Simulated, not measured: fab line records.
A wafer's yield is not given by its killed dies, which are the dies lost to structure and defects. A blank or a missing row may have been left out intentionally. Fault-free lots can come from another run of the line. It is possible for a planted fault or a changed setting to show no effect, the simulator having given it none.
What tool caused it?    flow sfq_line    14 lots, 42 wafers sampled, at 5 steps of a route of 325

WHAT THE GAUGES SHOWED, per wafer
SFQ_M2_RS_MEAS_914: measurement is done with a four-point probe. Usual: M2_NB_RS 0.894 ohm/sq, standard deviation 0.0095.
lot   measured      on             M2_NB_RS (ohm/sq)  flag
L816  day 31 04:15  film_metro-01  0.886 0.879 0.887  
L817  day 31 11:25  film_metro-01  0.896 0.887 0.905  
L818  day 32 03:24  film_metro-03  0.445 0.445 0.444  OFF
L819  day 32 09:09  film_metro-02  0.880 0.879 0.879  
L820  day 32 11:34  film_metro-01  0.892 0.895 0.890  
L824  day 35 16:05  film_metro-02  0.442 0.442 0.438  OFF
L831  day 38 02:52  film_metro-03  0.903 0.895 0.898  
L832  day 38 08:14  film_metro-01  0.902 0.893 0.901  
L833  day 38 11:15  film_metro-01  0.903 0.905 0.901  
L834  day 39 04:03  film_metro-01  0.886 0.900 0.896  
L835  day 39 11:21  film_metro-01  0.884 0.879 0.888  
L836  day 40 00:43  film_metro-01  0.908 0.913 0.907  
L837  day 40 03:05  film_metro-03  0.901 0.903 0.905  
L838  day 40 16:17  film_metro-03  0.899 0.898 0.895  

SFQ_C5_OVL_MEAS_937. Usual: C5_OVL 2 nm, standard deviation 6.
lot   measured      on          C5_OVL (nm)  flag
L816  day 74 01:36  overlay-02  12 15 18     
L817  day 74 19:39  overlay-02  0 9 4        
L818  day 74 20:46  overlay-02  1 -2 -3      
L819  day 74 23:15  overlay-02  3 0 4        
L820  day 75 03:32  overlay-02  2 3 9        
L824  day 75 13:07  overlay-02  -5 -5 0      
L831  day 82 23:37  overlay-02  10 9 8       
L832  day 83 00:59  overlay-02  3 8 5        
L833  day 84 05:17  overlay-01  2 1 8        
L834  day 84 18:17  overlay-02  5 2 4        
L835  day 85 03:52  overlay-02  -6 -3 -4     
L836  day 85 08:41  overlay-02  -3 5 0       
L837  day 85 12:16  overlay-02  1 -5 0       
L838  day 85 13:28  overlay-02  5 0 1        

EACH LOT AND THE TOOL THAT RAN IT (in order: tool; ch and the chambers of the sampled wafers; start)
lot   SFQ_TRILAYER_L0_BARC_OPEN_METAL_ETCH_010  SFQ_TRILAYER_M2_DEP_SPUTTER_055  SFQ_TRILAYER_M2_ETCH_METAL_ETCH_060
L816  rie_metal-04 ch 0,1, day 4 06:52          pvd_sputter-04, day 31 04:07     rie_metal-01 ch 0,1, day 37 08:58
L817  rie_metal-04 ch 0,1, day 4 12:50          pvd_sputter-06, day 31 11:19     rie_metal-04 ch 0,1, day 37 19:50
L818  rie_metal-01 ch 0,1, day 4 19:32          pvd_sputter-05, day 32 03:03     rie_metal-03 ch 1, day 38 09:06
L819  rie_metal-04 ch 0,1, day 5 01:32          pvd_sputter-06, day 32 09:03     rie_metal-03 ch 1, day 38 13:54
L820  rie_metal-04 ch 0,1, day 5 09:56          pvd_sputter-05, day 32 11:27     rie_metal-01 ch 0,1, day 38 15:02
L824  rie_metal-04 ch 0,1, day 6 17:46          pvd_sputter-04, day 35 15:44     rie_metal-01 ch 0,1, day 41 18:48
L831  rie_metal-02 ch 0,1, day 8 04:35          pvd_sputter-05, day 38 02:44     rie_metal-01 ch 0,1, day 44 10:01
L832  rie_metal-02 ch 0, day 8 10:34            pvd_sputter-06, day 38 08:08     rie_metal-03 ch 0,1, day 44 14:54
L833  rie_metal-01 ch 0,1, day 8 20:25          pvd_sputter-05, day 38 11:08     rie_metal-04 ch 0,1, day 44 19:42
L834  rie_metal-02 ch 0, day 9 02:25            pvd_sputter-04, day 39 03:56     rie_metal-04 ch 1, day 45 12:25
L835  rie_metal-01 ch 0,1, day 9 09:55          pvd_sputter-05, day 39 11:16     rie_metal-03 ch 0,1, day 45 20:11
L836  rie_metal-02 ch 0,1, day 9 15:56          pvd_sputter-06, day 40 00:35     rie_metal-04 ch 0,1, day 46 04:38
L837  rie_metal-02 ch 0,1, day 9 19:31          pvd_sputter-05, day 40 02:59     rie_metal-01 ch 0,1, day 46 08:11
L838  rie_metal-01 ch 0,1, day 10 04:02         pvd_sputter-05, day 40 16:11     rie_metal-03 ch 0,1, day 46 15:23
- SFQ_TRILAYER_L0_BARC_OPEN_METAL_ETCH_010: etches BARC in O2, target depth 125 nm, time 41.7 s.
- SFQ_TRILAYER_M2_DEP_SPUTTER_055: material Nb, target thk 200 nm, time 133.3 s.
- SFQ_TRILAYER_M2_ETCH_METAL_ETCH_060: etches Nb in Cl2/Ar, stops on SiO2, target depth 240 nm, time 120 s.

AS READ BY THE TOOLS THEMSELVES (means over the sampled wafers that have a number; for cases with no such wafer, the mark the record gives instead)
SFQ_TRILAYER_L0_BARC_OPEN_METAL_ETCH_010. Usual: drypump_motor_current_A 5.62 A, standard deviation 0.28; oes_product_au 0.685 a.u., standard deviation 0.0049.
lot   tool          drypump_motor_current_A (A)  oes_product_au (a.u.)  flag
L816  rie_metal-04  5.23                         0.683                  
L817  rie_metal-04  5.23                         0.685                  
L818  rie_metal-01  5.74                         0.688                  
L819  rie_metal-04  5.22                         0.686                  
L820  rie_metal-04  5.23                         0.685                  
L824  rie_metal-04  5.22                         0.684                  
L831  rie_metal-02  5.89                         0.680                  
L832  rie_metal-02  5.97                         0.687                  
L833  rie_metal-01  5.77                         0.685                  
L834  rie_metal-02  6.00                         0.684                  
L835  rie_metal-01  5.75                         0.686                  
L836  rie_metal-02  5.83                         0.685                  
L837  rie_metal-02  5.95                         0.684                  
L838  rie_metal-01  5.77                         0.685                  

SFQ_TRILAYER_M2_DEP_SPUTTER_055. Usual: cathode_dc_power_W 2000.0 W, standard deviation 0.37; substrate_temp_c 20.00 C, standard deviation 0.11; throttle_valve_pct 29.8 %, standard deviation 0.69.
lot   tool            cathode_dc_power_W (W)  substrate_temp_c (C)  throttle_valve_pct (%)  flag
L816  pvd_sputter-04  2000.3                  20.01                 29.3                    
L817  pvd_sputter-06  1999.8                  19.93                 29.7                    
L818  pvd_sputter-05  2000.1                  20.00                 29.8                    
L819  pvd_sputter-06  2000.1                  19.94                 30.1                    
L820  pvd_sputter-05  2000.0                  19.96                 30.2                    
L824  pvd_sputter-04  1999.8                  20.06                 29.6                    
L831  pvd_sputter-05  1999.8                  20.16                 30.0                    
L832  pvd_sputter-06  2000.2                  20.00                 30.1                    
L833  pvd_sputter-05  2000.2                  20.07                 29.9                    
L834  pvd_sputter-04  1999.8                  20.01                 29.1                    
L835  pvd_sputter-05  1999.9                  20.18                 29.6                    
L836  pvd_sputter-06  2000.1                  19.88                 29.5                    
L837  pvd_sputter-05  2000.0                  20.04                 29.7                    
L838  pvd_sputter-05  1999.9                  20.08                 29.4                    

SFQ_TRILAYER_M2_ETCH_METAL_ETCH_060. Usual: drypump_motor_current_A 5.54 A, standard deviation 0.23; oes_product_au 0.892 a.u., standard deviation 0.0067.
lot   tool          drypump_motor_current_A (A)  oes_product_au (a.u.)  flag
L816  rie_metal-01  5.79                         0.895                  
L817  rie_metal-04  5.29                         0.888                  
L818  rie_metal-03  5.30                         1.003                  OFF
L819  rie_metal-03  5.31                         0.899                  
L820  rie_metal-01  5.74                         0.891                  
L824  rie_metal-01  5.74                         0.994                  OFF
L831  rie_metal-01  5.75                         0.887                  
L832  rie_metal-03  5.49                         0.888                  
L833  rie_metal-04  5.23                         0.886                  
L834  rie_metal-04  5.32                         0.896                  
L835  rie_metal-03  5.49                         0.895                  
L836  rie_metal-04  5.23                         0.888                  
L837  rie_metal-01  5.77                         0.887                  
L838  rie_metal-03  5.43                         0.888                  

THE ANSWER, worked out from the rows above alone
Rule: lot off if the mean of its wafers having a number is beyond 3 standard deviations from the usual mean. A lot without any number at a reading at which 4 lots or more have one is off too. The other lots that the step has rows for count as sound. After the gauges, taken in route order, come the tools' own readings; for these a lot's mean is taken, as printed above. At the first step where some lot is off, the reading lying furthest off is the one used; lots without a number count as furthest.
Off: L818, L824, at SFQ_M2_RS_MEAS_914 (M2_NB_RS).
If a tool, at a process step before that reading, ran all the lots that are off and no sound lot after the first of them, it fits. Not tried: the gauges at SFQ_M2_RS_MEAS_914; whatever is off there is also off at SFQ_TRILAYER_M2_ETCH_METAL_ETCH_060, on other tools, and gauge error can't account for it. None of those tried fits.

WHAT THE SIMULATOR HAD PUT IN
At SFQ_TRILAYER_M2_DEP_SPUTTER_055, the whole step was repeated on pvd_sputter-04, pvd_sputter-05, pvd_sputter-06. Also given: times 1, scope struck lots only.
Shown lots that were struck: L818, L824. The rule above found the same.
